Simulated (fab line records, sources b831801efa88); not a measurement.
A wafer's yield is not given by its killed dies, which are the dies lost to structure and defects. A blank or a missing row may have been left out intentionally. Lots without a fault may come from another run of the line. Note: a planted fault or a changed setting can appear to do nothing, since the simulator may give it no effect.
fab line records	flow sky130
record lots=5	wafers=15	last_day=50
route steps=708 shown CONTACT@424 METAL1@434 PAD_OPEN@708
lots with no fault: from the same line, run without faults
start_h: hours from the record's first day to the start of the lot's first wafer shown	wait_h: hours since the lot's step before	" as in the row above	L1.1+2: a single row standing in for several wafers	- no value, or no start was given	* or withheld: withheld	< > ~ a bound
route shown NAME@n: a module of which the file shows steps, and the number in the route of the first	usual: average and standard deviation across the fault-free wafers	same: alike in all rows	chamber/n: place in a boat	sites: readings site by site	_std_site: how widely they spread, as a standard deviation	_edge_site: outer sites' mean less inner sites'	radius_mm: how far each site lies from the wafer's centre	mask NAME#n: copy n	behind: the tool/chamber that last shaped the wafer	hold: why the lot went on hold/how many hours it stayed there/how the hold came to an end	device: which transistor (n, p or np) failed to switch	end of line: the same wafers' tests at the end of the route	where a step has no rows: the recipe by itself	killed: at the first sort, the dies lost to defects and structure; wafer yield is something else	map: the dies of a wafer, with x for killed, . for not killed, _ for no die there
set.NAME: the setting that was run; set.NAME@STEP: the one run at that earlier step	model.NAME: the simulator's own value behind a step, which no gauge read
lots at some steps of the route; a table a step, a row a wafer
services: the hour from which a tool's chamber was out of use, counted from the record's first day as start_h (under 0 if before that day), plus the number of hours and why
## steps
# step SKY_CONTACT_ETCH_18
# recipe target=Si3N4	chemistry=CHF3/O2	stop_on=TiN	source_w=600	bias_w=200	pressure_mtorr=40	chf3_flow_sccm=50	O2_flow_sccm=5	time_s=39	target_depth_a=750
# step SKY_CONTACT_STRIP_19
# recipe chemistry=O2/N2	power_w=1400	pressure_mtorr=1500	platen_temp_c=withheld	o2_flow_sccm=3000	n2_flow_sccm=300	overash_fraction=0.5
# step SKY_CONTACT_STRIP_20
# recipe chemistry=post_etch_residue_remover	time_s=1200	temp_c=72.5
# step SKY_CONTACT_CLEAN_21
# recipe chemistry=IPA	time_s=180	temp_c=25
# step SKY_CONTACT_CLEAN_22
# recipe chemistry=O3/DIW	dry=n2_spin
# step SKY_CONTACT_SPUTTER_23
# recipe material=TiN	target_thk_nm=20	chamber_pressure_pa=5	power_w=4000	time_s=80
# step SKY_CONTACT_CVD_24
# recipe material=W	target_thk_nm=340	time_s=102.12	temp_c=400	pressure_torr=40
# usual heater_power_w=892/57
lot.wafer	tool	chamber	start_h	wait_h	heater_power_w
L248.1	cvd_w-01	1	748.04	0.0	881
L248.3	"	0	"	"	999
L248.6	"	0	"	"	965
L252.3	cvd_w-02	1	782.11	0.1	835
L252.4	"	0	"	"	847
L252.6	"	1	"	"	806
L257.3	cvd_w-02	0	835.42	0.1	874
L257.4	"	1	"	"	823
L257.5	"	1	"	"	815
L264.1	cvd_w-02	0	891.49	0.0	863
L264.2	"	1	"	"	842
L264.6	"	1	"	"	839
L269.2	cvd_w-01	0	909.17	0.0	997
L269.4	"	1	"	"	893
L269.6	"	0	"	"	964
# step SKY_CONTACT_RS_MEAS_25
# recipe thk_meas_gauge=four-point-probe	reads=W_of_CONTACT_CVD_24+TiN_of_CONTACT_SPUTTER_23
# usual CONTACT_W_RS=0.338/0.004
lot.wafer	tool	chamber	start_h	wait_h	CONTACT_W_RS[ohm/sq]
L248.1	film_metro-03	-	748.15	0.1	0.335
L248.3	"	-	"	"	0.345
L248.6	"	-	"	"	0.343
L252.3	film_metro-03	-	782.22	0.1	0.333
L252.4	"	-	"	"	0.336
L252.6	"	-	"	"	0.333
L257.3	film_metro-03	-	835.53	0.1	0.331
L257.4	"	-	"	"	0.333
L257.5	"	-	"	"	0.331
L264.1	film_metro-03	-	891.60	0.1	0.342
L264.2	"	-	"	"	0.340
L264.6	"	-	"	"	0.341
L269.2	film_metro-03	-	909.30	0.1	0.339
L269.4	"	-	"	"	0.338
L269.6	"	-	"	"	0.340
# step SKY_CONTACT_THK_MEAS_26
# recipe thk_meas_gauge=xrf	reads=W_of_CONTACT_CVD_24
# usual CONTACT_W_THK=334/4.2
lot.wafer	tool	chamber	start_h	wait_h	CONTACT_W_THK[nm]
L248.1	film_metro-03	-	748.27	0.1	334
L248.3	"	-	"	"	326
L248.6	"	-	"	"	326
L252.3	film_metro-03	-	782.32	0.1	340
L252.4	"	-	"	"	339
L252.6	"	-	"	"	337
L257.3	film_metro-03	-	835.63	0.1	342
L257.4	"	-	"	"	342
L257.5	"	-	"	"	343
L264.1	film_metro-03	-	891.72	0.1	330
L264.2	"	-	"	"	333
L264.6	"	-	"	"	331
L269.2	film_metro-03	-	909.41	0.1	334
L269.4	"	-	"	"	334
L269.6	"	-	"	"	332
# step SKY_CONTACT_CMP_27
# recipe stop_on=SiO2	t_overpolish_s=15	down_force_psi=3.5	platen_rpm=60	target_thk_nm=0	pad_velocity_m_s=0.94248
# step SKY_METAL1_SPUTTER_00
# recipe material=Ti	target_thk_nm=15	power_w=3000	time_s=10	chamber_pressure_pa=0.4
# usual throttle_valve_pct=29.7/0.9
lot.wafer	tool	chamber	start_h	wait_h	throttle_valve_pct
L248.1	pvd_sputter-02	-	748.70	0.2	29.9
L248.3	"	-	"	"	29.4
L248.6	"	-	"	"	29.5
L252.3	pvd_sputter-04	-	782.66	0.2	30.9
L252.4	"	-	"	"	30.0
L252.6	"	-	"	"	28.2
L257.3	pvd_sputter-04	-	835.97	0.2	30.9
L257.4	"	-	"	"	28.2
L257.5	"	-	"	"	28.4
L264.1	pvd_sputter-01	-	892.08	0.1	29.7
L264.2	"	-	"	"	29.9
L264.6	"	-	"	"	29.9
L269.2	pvd_sputter-01	-	909.76	0.1	29.3
L269.4	"	-	"	"	29.6
L269.6	"	-	"	"	28.9
# step SKY_METAL1_SPUTTER_01
# recipe material=TiN	target_thk_nm=20	power_w=6500	time_s=16.7	chamber_pressure_pa=0.4
# usual throttle_valve_pct=29.7/0.9
lot.wafer	tool	chamber	start_h	wait_h	throttle_valve_pct
L248.1	pvd_sputter-02	-	748.72	0.0	29.8
L248.3	"	-	"	"	29.2
L248.6	"	-	"	"	29.6
L252.3	pvd_sputter-04	-	782.69	0.0	30.9
L252.4	"	-	"	"	30.2
L252.6	"	-	"	"	28.0
L257.3	pvd_sputter-04	-	836.00	0.0	30.8
L257.4	"	-	"	"	28.0
L257.5	"	-	"	"	28.2
L264.1	pvd_sputter-01	-	892.11	0.0	29.3
L264.2	"	-	"	"	30.1
L264.6	"	-	"	"	30.0
L269.2	pvd_sputter-01	-	909.79	0.0	29.1
L269.4	"	-	"	"	29.6
L269.6	"	-	"	"	29.3
# step SKY_METAL1_SPUTTER_02
# recipe material=AlCu	target_thk_nm=250	power_w=10600	time_s=13.3	chamber_pressure_pa=0.4
# usual throttle_valve_pct=29.7/0.91
lot.wafer	tool	chamber	start_h	wait_h	throttle_valve_pct	model.AlCu_of_METAL1_SPUTTER_02.thk_nm
L248.1	pvd_sputter-02	-	748.75	0.0	29.8	245.7
L248.3	"	-	"	"	29.3	247.7
L248.6	"	-	"	"	29.7	244.8
L252.3	pvd_sputter-04	-	782.71	0.0	31.1	254
L252.4	"	-	"	"	30.2	252.2
L252.6	"	-	"	"	28.1	249.3
L257.3	pvd_sputter-04	-	836.02	0.0	30.8	161.8
L257.4	"	-	"	"	28.2	250.4
L257.5	"	-	"	"	28.1	252.3
L264.1	pvd_sputter-01	-	892.13	0.0	29.7	247.4
L264.2	"	-	"	"	30.0	249
L264.6	"	-	"	"	30.1	246.7
L269.2	pvd_sputter-01	-	909.81	0.0	29.0	248.5
L269.4	"	-	"	"	29.5	247.4
L269.6	"	-	"	"	29.2	247.7
# step SKY_METAL1_SPUTTER_03
# recipe material=Ti	target_thk_nm=5	power_w=3000	time_s=3.3	chamber_pressure_pa=0.4
# step SKY_METAL1_SPUTTER_04
# recipe material=TiN	target_thk_nm=70	power_w=6500	time_s=58.3	chamber_pressure_pa=0.4
# usual throttle_valve_pct=29.7/0.9
lot.wafer	tool	chamber	start_h	wait_h	throttle_valve_pct
L248.1	pvd_sputter-02	-	748.79	0.0	29.7
L248.3	"	-	"	"	29.3
L248.6	"	-	"	"	30.0
L252.3	pvd_sputter-04	-	782.76	0.0	31.0
L252.4	"	-	"	"	30.2
L252.6	"	-	"	"	28.1
L257.3	pvd_sputter-04	-	836.07	0.0	31.0
L257.4	"	-	"	"	28.1
L257.5	"	-	"	"	28.3
L264.1	pvd_sputter-01	-	892.17	0.0	29.5
L264.2	"	-	"	"	30.1
L264.6	"	-	"	"	30.1
L269.2	pvd_sputter-01	-	909.86	0.0	28.9
L269.4	"	-	"	"	29.7
L269.6	"	-	"	"	29.0
# step SKY_METAL1_RS_MEAS_05
# recipe thk_meas_gauge=four-point-probe	reads=TiN_of_METAL1_SPUTTER_04+Ti_of_METAL1_SPUTTER_03+AlCu_of_METAL1_SPUTTER_02+TiN_of_METAL1_SPUTTER_01+Ti_of_METAL1_SPUTTER_00
# usual METAL1_ALCU_RS=0.1270/0.0014
lot.wafer	tool	chamber	start_h	wait_h	METAL1_ALCU_RS[ohm/sq]
L248.1	film_metro-02	-	748.84	0.0	0.1289
L248.3	"	-	"	"	0.1278
L248.6	"	-	"	"	0.1296
L252.3	film_metro-02	-	782.84	0.1	0.1246
L252.4	"	-	"	"	0.1252
L252.6	"	-	"	"	0.1271
L257.3	film_metro-03	-	836.15	0.1	0.1996
L257.4	"	-	"	"	0.1264
L257.5	"	-	"	"	0.1256
L264.1	film_metro-03	-	892.22	0.0	0.1279
L264.2	"	-	"	"	0.1272
L264.6	"	-	"	"	0.1285
L269.2	film_metro-02	-	909.92	0.0	0.1275
L269.4	"	-	"	"	0.1280
L269.6	"	-	"	"	0.1280
# step SKY_METAL1_THK_MEAS_06
# recipe thk_meas_gauge=xrf	reads=AlCu_of_METAL1_SPUTTER_02
# usual METAL1_ALCU_THK=254.0/2.7
lot.wafer	tool	chamber	start_h	wait_h	METAL1_ALCU_THK[nm]
L248.1	film_metro-02	-	748.96	0.1	249.3
L248.3	"	-	"	"	250.7
L248.6	"	-	"	"	248.4
L252.3	film_metro-02	-	782.94	0.1	259.9
L252.4	"	-	"	"	256.3
L252.6	"	-	"	"	254.0
L257.3	film_metro-03	-	836.25	0.1	163.9
L257.4	"	-	"	"	253.6
L257.5	"	-	"	"	255.9
L264.1	film_metro-03	-	892.34	0.1	253.1
L264.2	"	-	"	"	253.2
L264.6	"	-	"	"	254.1
L269.2	film_metro-02	-	910.03	0.1	252.9
L269.4	"	-	"	"	251.6
L269.6	"	-	"	"	252.1
# step SKY_METAL1_DEHYDRATE_07
# recipe temp_c=200	time_s=60
# step SKY_METAL1_HMDS_08
# recipe prime_time_s=60	prime_temp_c=120
# step SKY_METAL1_COAT_09
# recipe resist=BARC	temp_c=withheld	time_s=withheld	spin_rpm=3000	resist_thk_nm=60
# step SKY_METAL1_COAT_10
# recipe resist=KrF-thick	spin_rpm=3000	resist_thk_nm=450
# step SKY_METAL1_SOFTBAKE_11
# recipe temp_c=100	time_s=88.02	resist=KrF-thick
# step SKY_METAL1_EXPOSE_12
# recipe mask_id=MM1	na=0.8	source_shape=annular	sigma_inner=0.55	sigma_outer=0.85	target_cd_nm=140	dose_mj=28
# step SKY_METAL1_PEB_13
# recipe peb_temp_c=withheld	peb_time_s=withheld	resist=KrF-thick
# step SKY_METAL1_DEVELOP_14
# recipe develop_time_s=60	resist=KrF-thick	dev_temp_c=21
# step SKY_METAL1_CD_MEAS_15
# recipe target_cd_nm=140
# usual cd_nm=139.9/1.7
lot.wafer	tool	chamber	start_h	wait_h	cd_nm
L248.1	cd_sem-01	-	775.44	-	138.5
L248.3	"	-	"	"	137.8
L248.6	"	-	"	"	138.1
L252.3	cd_sem-01	-	809.57	-	141.4
L252.4	"	-	"	"	142.6
L252.6	"	-	"	"	143.1
L257.3	cd_sem-02	-	862.10	-	141.4
L257.4	"	-	"	"	140.8
L257.5	"	-	"	"	141.8
L264.1	cd_sem-02	-	917.79	-	138.6
L264.2	"	-	"	"	139.4
L264.6	"	-	"	"	138.2
L269.2	cd_sem-01	-	934.68	-	142.2
L269.4	"	-	"	"	140.7
L269.6	"	-	"	"	140.0
# step SKY_METAL1_OVL_MEAS_16
# usual METAL1_OVL=0/4.7
lot.wafer	tool	chamber	start_h	wait_h	METAL1_OVL[nm]
L248.1	overlay-02	-	775.56	0.1	-8
L248.3	"	-	"	"	3
L248.6	"	-	"	"	-6
L252.3	overlay-02	-	809.66	0.1	-6
L252.4	"	-	"	"	-7
L252.6	"	-	"	"	-6
L257.3	overlay-01	-	862.19	0.1	8
L257.4	"	-	"	"	3
L257.5	"	-	"	"	3
L264.1	overlay-02	-	917.91	0.1	-7
L264.2	"	-	"	"	0
L264.6	"	-	"	"	2
L269.2	overlay-02	-	934.79	0.1	0
L269.4	"	-	"	"	1
L269.6	"	-	"	"	2
# step SKY_METAL1_DESCUM_17
# recipe chemistry=O2	source_power_w=150	bias_power_w=0	pressure_mtorr=10	temp_c=40	time_s=8
# step SKY_METAL1_ETCH_18
# recipe chemistry=N2/H2	target=BARC	ion_energy_ev=200	bias_w=100	pressure_mtorr=30	n2_flow_sccm=100	h2_flow_sccm=200	icp_w=500	stop_on=SiO2	time_s=45.9	target_depth_a=600
# usual chamber_pressure_mTorr=30.003/0.026	drypump_motor_current_A=5.7/0.55	h2_flow_sccm=200.0/0.59	n2_flow_sccm=99.94/0.29	oes_product_au=0.854/0.0046	rf_fwd_power_W=495.1/2	throttle_valve_pct=13.225/0.0089
lot.wafer	tool	chamber	start_h	wait_h	chamber_pressure_mTorr	drypump_motor_current_A	h2_flow_sccm	n2_flow_sccm	oes_product_au	rf_fwd_power_W	rf_hours_counter_h	throttle_valve_pct
L248.1	rie_metal-02	1	775.63	0.0	30.018	5.7	199.8	100.39	0.852	495.1	3	13.228
L248.3	"	1	"	"	29.978	5.7	199.9	100.00	0.852	497.0	-	13.219
L248.6	"	1	"	"	30.014	5.7	200.1	99.94	0.853	497.3	-	13.239
L252.3	rie_metal-04	1	809.74	0.0	29.988	6.1	198.8	99.76	0.855	493.7	-	13.232
L252.4	"	0	"	"	30.031	5.0	199.8	100.22	0.847	495.4	-	13.231
L252.6	"	1	"	"	30.057	6.1	199.4	99.64	0.853	496.6	-	13.226
L257.3	rie_metal-02	1	862.27	0.0	30.009	5.7	200.9	100.25	0.856	498.4	-	13.230
L257.4	"	0	"	"	29.992	6.4	199.4	99.93	0.862	493.0	-	13.220
L257.5	"	1	"	"	30.046	5.7	200.8	100.16	0.860	499.3	-	13.221
L264.1	rie_metal-04	1	918.01	0.1	30.057	6.1	200.8	100.07	0.855	495.3	1	13.217
L264.2	"	1	"	"	29.971	6.1	200.1	99.92	0.846	496.9	-	13.220
L264.6	"	1	"	"	30.020	6.1	200.6	99.92	0.852	496.5	-	13.218
L269.2	rie_metal-01	0	934.90	0.1	30.035	5.3	200.7	100.06	0.854	494.1	-	13.236
L269.4	"	0	"	"	30.018	5.3	199.9	99.60	0.857	494.4	-	13.213
L269.6	"	0	"	"	30.002	5.3	199.5	99.77	0.856	492.7	-	13.224
# step SKY_METAL1_METAL_ETCH_19
# recipe target_depth_a=3600	stop_on=SiO2	over_etch_frac=0.3	time_s=78	chemistry=Cl2/BCl3	resist_sidewall_deg=88	pressure_mtorr=10	icp_w=900	bias_w=48.5	Cl2_flow_sccm=60	bcl3_flow_sccm=30
# usual chamber_pressure_mTorr=10.000/0.0083	drypump_motor_current_A=5.7/0.55	oes_product_au=0.853/0.0058	rf_fwd_power_W=894.3/2.6	throttle_valve_pct=22.265/0.0098
# same over_etch_frac=0.3
lot.wafer	tool	chamber	start_h	wait_h	chamber_pressure_mTorr	drypump_motor_current_A	oes_product_au	rf_fwd_power_W	rf_hours_counter_h	throttle_valve_pct
L248.1	rie_metal-02	1	775.69	0.0	9.992	5.7	0.848	897.5	3	22.263
L248.3	"	1	"	"	9.999	5.7	0.854	898.1	-	22.255
L248.6	"	1	"	"	9.996	5.7	0.850	896.0	-	22.275
L252.3	rie_metal-04	1	809.81	0.1	9.991	6.1	0.863	890.9	-	22.261
L252.4	"	0	"	"	10.010	5.0	0.859	893.4	-	22.278
L252.6	"	1	"	"	9.998	6.1	0.861	893.5	-	22.244
L257.3	rie_metal-02	1	862.34	0.1	9.993	5.7	0.761	896.0	-	22.253
L257.4	"	0	"	"	10.006	6.4	0.855	894.4	-	22.265
L257.5	"	1	"	"	10.010	5.7	0.855	899.2	-	22.279
L264.1	rie_metal-04	1	918.14	0.1	9.999	6.0	0.851	892.6	2	22.265
L264.2	"	1	"	"	9.988	6.1	0.844	893.9	-	22.279
L264.6	"	1	"	"	9.999	6.1	0.850	888.6	-	22.276
L269.2	rie_metal-01	0	935.03	0.1	9.989	5.3	0.853	889.2	-	22.269
L269.4	"	0	"	"	9.998	5.3	0.847	888.3	-	22.261
L269.6	"	0	"	"	10.002	5.3	0.852	895.6	-	22.252
# step SKY_METAL1_STRIP_20
# recipe chemistry=O2/N2	power_w=1400	pressure_mtorr=1500	platen_temp_c=withheld	o2_flow_sccm=3000	n2_flow_sccm=300	overash_fraction=0.5
# step SKY_PAD_OPEN_PROBE_99
# usual defect_limited_yield=82.4/1.7	killed_at_M0_to_M3=44/6.9	killed_at_M4_up=3.3/1.7	killed_at_contacts=24/4.7	killed_at_front_end=15/4.5	killed_at_other=0.2/0.49	killed_dies=86/8.4	killed_open=47/6.5	killed_short=39/6	sort_bin_3_pad_short=0.9/0.4	sort_bin_5_function=10.4/1.5	sort_bin_6_memory=6.3/1	sort_n_pass=406/8.4	sort_yield_pct=82.4/1.7
# same gross_dies=492	killed_at_back_side=0	sort_bin_4_leakage[%]=0	sort_bin_8_speed[%]=0
lot.wafer	tool	chamber	start_h	wait_h	defect_limited_yield[%]	killed_at_M0_to_M3	killed_at_M4_up	killed_at_contacts	killed_at_front_end	killed_at_other	killed_dies	killed_open	killed_short	sort_bin_3_pad_short[%]	sort_bin_5_function[%]	sort_bin_6_memory[%]	sort_n_pass	sort_yield_pct[%]	model.etest.met1.line_ohm_um	model.etest.met1.rs_ohm_sq
L248.1	prober-02	-	1080.67	0.1	83.5	44	4	25	8	0	81	44	37	1.2	11.0	4.3	411	83.5	0.8962	0.1303
L248.3	prober-02	-	1080.77	0.2	82.1	49	4	24	11	0	88	56	32	0.4	9.1	8.3	404	82.1	0.9061	0.1295
L248.6	prober-02	-	1080.92	0.2	82.3	49	6	21	11	0	87	41	46	1.4	10.6	5.7	405	82.3	0.9004	0.1295
L252.3	prober-01	-	1108.13	0.2	80.5	46	2	27	20	1	96	48	48	1.6	9.8	8.1	396	80.5	0.8577	0.1261
L252.4	prober-01	-	1108.18	0.2	77.8	64	2	23	20	0	109	54	55	0.6	14.2	7.3	383	77.8	0.8915	0.1263
L252.6	prober-01	-	1108.28	0.2	82.5	42	2	24	18	0	86	49	37	1.0	9.8	6.7	406	82.5	0.881	0.1284
L257.3	prober-01	-	1147.56	0.2	79.7	55	2	20	23	0	100	54	46	1.2	12.8	6.3	392	79.7	1.376	0.1996
L257.4	prober-01	-	1147.61	0.2	81.1	45	3	29	16	0	93	50	41	0.6	11.6	6.7	399	81.1	0.8906	0.128
L257.5	prober-01	-	1147.66	0.2	82.5	48	1	22	15	0	86	49	37	0.8	12.4	4.3	406	82.5	0.8655	0.1273
L264.1	prober-01	-	1185.93	0.1	81.9	44	6	19	20	0	89	40	49	1.2	10.4	6.5	403	81.9	0.9258	0.1297
L264.2	prober-01	-	1185.98	0.1	81.3	45	4	21	22	0	92	45	47	1.2	10.0	7.5	400	81.3	0.9271	0.129
L264.6	prober-01	-	1186.18	0.2	83.3	50	4	14	14	0	82	47	35	1.8	8.3	6.5	410	83.3	0.9032	0.1296
L269.2	prober-01	-	1196.93	0.1	80.1	52	2	28	16	0	98	59	39	1.2	10.6	8.1	394	80.1	0.9372	0.1296
L269.4	prober-01	-	1197.03	0.2	81.5	51	5	21	14	0	91	53	38	1.0	10.6	6.9	401	81.5	0.9623	0.1307
L269.6	prober-01	-	1197.13	0.2	80.9	54	7	15	17	1	94	38	56	0.8	11.0	7.3	398	80.9	0.9446	0.1292
# killed by level:class
L248.1 VIA1:geometric_particle:open=12 LI_CONTACT:geometric_particle:open=9 METAL2:geometric_particle:short=9 VIA3:geometric_particle:open=7 CONTACT:geometric_particle:open=6 LI_CONTACT:geometric_particle:short=4 VIA1:geometric_particle:short=4 FIELD_ISO:geometric_particle:open=3
L248.3 VIA1:geometric_particle:open=15 LI_CONTACT:geometric_particle:open=9 VIA2:geometric_particle:open=9 CONTACT:geometric_particle:open=6 VIA3:geometric_particle:open=6 LOCAL_INTERCONNECT:geometric_particle:short=5 FIELD_ISO:geometric_particle:short=4 POLY_GATE:geometric_particle:open=4
L248.6 VIA1:geometric_particle:open=13 VIA1:geometric_particle:short=8 CONTACT:geometric_particle:open=7 VIA2:geometric_particle:open=6 METAL1:geometric_particle:short=5 VIA3:geometric_particle:open=5 METAL4:geometric_particle:short=5 FIELD_ISO:geometric_particle:short=4
L252.3 VIA1:geometric_particle:open=10 CONTACT:geometric_particle:open=10 METAL2:geometric_particle:short=8 LI_CONTACT:geometric_particle:open=6 METAL1:geometric_particle:short=6 VIA1:geometric_particle:short=5 VIA2:geometric_particle:short=5 FIELD_ISO:geometric_particle:short=4
L252.4 VIA1:geometric_particle:open=11 VIA1:geometric_particle:short=10 VIA3:geometric_particle:short=8 METAL2:geometric_particle:short=7 VIA3:geometric_particle:open=6 CONTACT:geometric_particle:open=6 VIA2:geometric_particle:open=6 FIELD_ISO:geometric_particle:short=5
L252.6 VIA1:geometric_particle:open=10 CONTACT:geometric_particle:open=9 VIA3:geometric_particle:open=7 FIELD_ISO:geometric_particle:open=6 LI_CONTACT:geometric_particle:open=6 FIELD_ISO:geometric_particle:short=5 POLY_GATE:geometric_particle:short=5 METAL1:geometric_particle:short=5
L257.3 VIA1:geometric_particle:open=13 LI_CONTACT:geometric_particle:open=11 METAL1:geometric_particle:short=9 FIELD_ISO:geometric_particle:open=7 FIELD_ISO:geometric_particle:short=6 METAL2:geometric_particle:short=6 VIA3:geometric_particle:open=6 VIA1:geometric_particle:short=5
L257.4 CONTACT:geometric_particle:open=12 LI_CONTACT:geometric_particle:open=9 VIA2:geometric_particle:open=9 FIELD_ISO:geometric_particle:short=7 METAL1:geometric_particle:short=6 LOCAL_INTERCONNECT:geometric_particle:short=5 VIA1:geometric_particle:open=5 METAL2:geometric_particle:short=5
L257.5 LI_CONTACT:geometric_particle:open=10 VIA1:geometric_particle:open=10 VIA3:geometric_particle:open=8 VIA3:geometric_particle:short=7 VIA2:geometric_particle:open=6 FIELD_ISO:geometric_particle:open=4 CONTACT:geometric_particle:open=4 METAL2:geometric_particle:short=4
L264.1 METAL2:geometric_particle:short=11 CONTACT:geometric_particle:open=10 METAL1:geometric_particle:short=7 FIELD_ISO:geometric_particle:open=6 VIA1:geometric_particle:open=6 VIA1:geometric_particle:short=5 VIA2:geometric_particle:open=5 POLY_GATE:geometric_particle:short=4
L264.2 VIA1:geometric_particle:open=12 CONTACT:geometric_particle:open=10 METAL2:geometric_particle:short=8 POLY_GATE:geometric_particle:open=7 VIA1:geometric_particle:short=6 METAL1:geometric_particle:short=6 POLY_GATE:geometric_particle:short=5 FIELD_ISO:geometric_particle:short=4
L264.6 VIA1:geometric_particle:open=12 VIA1:geometric_particle:short=10 VIA3:geometric_particle:open=7 METAL2:geometric_particle:short=6 VIA2:geometric_particle:open=5 LI_CONTACT:geometric_particle:open=5 FIELD_ISO:geometric_particle:open=4 POLY_GATE:geometric_particle:short=4
L269.2 VIA1:geometric_particle:open=17 CONTACT:geometric_particle:open=11 VIA2:geometric_particle:open=8 POLY_GATE:geometric_particle:short=7 VIA3:geometric_particle:open=7 CONTACT:geometric_particle:short=6 VIA1:geometric_particle:short=6 LI_CONTACT:geometric_particle:short=5
L269.4 VIA2:geometric_particle:open=10 VIA3:geometric_particle:open=10 VIA1:geometric_particle:open=9 CONTACT:geometric_particle:open=8 VIA1:geometric_particle:short=7 POLY_GATE:geometric_particle:short=4 FIELD_ISO:geometric_particle:open=4 METAL1:geometric_particle:open=4
L269.6 VIA1:geometric_particle:open=8 METAL2:geometric_particle:short=8 METAL1:geometric_particle:short=8 METAL3:geometric_particle:short=7 METAL4:geometric_particle:short=6 VIA2:geometric_particle:short=6 POLY_GATE:geometric_particle:open=5 CONTACT:geometric_particle:open=5
## services
tool	chamber	start_h	hours	kind
cvd_w-01	0	732.91	9.3	repair
rie_metal-01	-	733.99	5.8	repair
pvd_sputter-02	0	738.05	-	consumable_replace:kit
pvd_sputter-02	0	738.05	18.0	scheduled_down
pvd_sputter-02	0	738.05	18.0	vent_cycle
rie_metal-02	1	748.33	6.5	repair
rie_metal-04	0	751.44	2.2	repair
rie_metal-01	-	771.00	26.5	repair
cvd_w-01	-	781.11	1.2	repair
cvd_w-01	-	786.37	6.0	pm
rie_metal-01	-	797.58	1.4	pm
rie_metal-02	1	800.17	1.5	repair
pvd_sputter-04	-	806.81	2.7	repair
rie_metal-02	-	833.35	2.8	pm
cvd_w-01	-	849.47	2.8	pm
pvd_sputter-04	1	881.29	-	consumable_replace:kit
pvd_sputter-04	1	881.29	18.0	scheduled_down
pvd_sputter-04	1	881.29	18.0	vent_cycle
cvd_w-02	0	881.33	4.3	repair
cvd_w-02	1	883.01	4.0	repair
rie_metal-01	1	902.06	73.1	repair
cvd_w-02	-	904.00	14.0	pm
cvd_w-01	-	921.03	6.9	pm
rie_metal-02	-	921.47	15.6	pm
## key
first_sign step=SKY_METAL1_RS_MEAS_05	reading=METAL1_ALCU_RS	direction=up	sigmas=53	usual=0.1270	struck=0.1996
effect step=SKY_METAL1_THK_MEAS_06	reading=METAL1_ALCU_THK	direction=down	sigmas=33	usual=254.0	struck=163.9
effect step=SKY_METAL1_METAL_ETCH_19	reading=oes_product_au	direction=down	sigmas=16	usual=0.853	struck=0.761
model_effect step=SKY_METAL1_SPUTTER_02	value=AlCu_of_METAL1_SPUTTER_02.thk_nm	without=255.4	struck=161.8
model_effect step=SKY_PAD_OPEN_PROBE_99	value=etest.met1.line_ohm_um	without=0.8543	struck=1.376
met_at SKY_METAL1_SPUTTER_02
struck_wafers L257.3
onset_between 782.71 836.02
fault kind=process_parameter_drift	tool=pvd_sputter-04	chamber=-	onset_h=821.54	steps=SKY_METAL1_SPUTTER_02	channel=target_thk_nm	offset=-93.628	shape=step	end_h=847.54	acts_in=these_recipes_only	stated=250	scope=struck_wafers_only
